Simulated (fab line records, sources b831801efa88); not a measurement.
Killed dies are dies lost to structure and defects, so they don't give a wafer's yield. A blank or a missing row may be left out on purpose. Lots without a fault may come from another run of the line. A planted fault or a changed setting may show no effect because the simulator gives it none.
Which tool did it? | flow sky130 | 11 lots, 32 wafers sampled, at 1 step of a route of 708

WHAT THE GAUGES READ, wafer by wafer
SKY_NWELL_THK_MEAS_02.
lot  | measured    | on            | NWELL_OXIDATION_THK (nm)
L771 | day 2 14:06 | film_metro-04 | 10.09 10.02 9.93
L772 | day 3 01:17 | film_metro-04 | 10.18 10.32 10.41
L774 | day 3 06:32 | film_metro-02 | 10.15 9.92 10.21
L775 | day 3 12:07 | film_metro-01 | 10.38 10.38 10.41
L776 | day 3 15:35 | film_metro-01 | 10.25 10.16 10.21
L777 | day 3 21:14 | film_metro-01 | 9.87 9.95 9.94
L778 | day 4 04:27 | film_metro-01 | 9.90 9.77 9.80
L783 | day 5 05:24 | film_metro-01 | 10.13 10.11
L789 | day 6 10:49 | film_metro-01 | 9.99 9.87 9.92
L793 | day 7 11:22 | film_metro-04 | 9.87 9.92 9.89
L794 | day 7 16:23 | film_metro-02 | 9.98 10.15 10.19

WHICH TOOL RAN EACH LOT (tool, then ch and the chambers of the sampled wafers, then the start)
The record holds no process step before these readings.

THE ANSWER, worked out from the rows above alone
Rule: what is usual is taken from the lots themselves. Put in order of their means at a reading, lots are off if they are a third of the lots or fewer, leave a main group of 4 or more, and stand apart from it by a gap of 3 or more times the standard deviation of the main group's means; of several such gaps the widest counts. A main group whose means are all the same, to the digits that the tables above print for the reading, isn't used. A lot without any number at a reading at which 4 lots or more have one is off too. The other lots that the step has rows for count as sound.
No lot is off at any reading shown: from this, nothing can be told.

WHAT THE SIMULATOR HAD PUT IN
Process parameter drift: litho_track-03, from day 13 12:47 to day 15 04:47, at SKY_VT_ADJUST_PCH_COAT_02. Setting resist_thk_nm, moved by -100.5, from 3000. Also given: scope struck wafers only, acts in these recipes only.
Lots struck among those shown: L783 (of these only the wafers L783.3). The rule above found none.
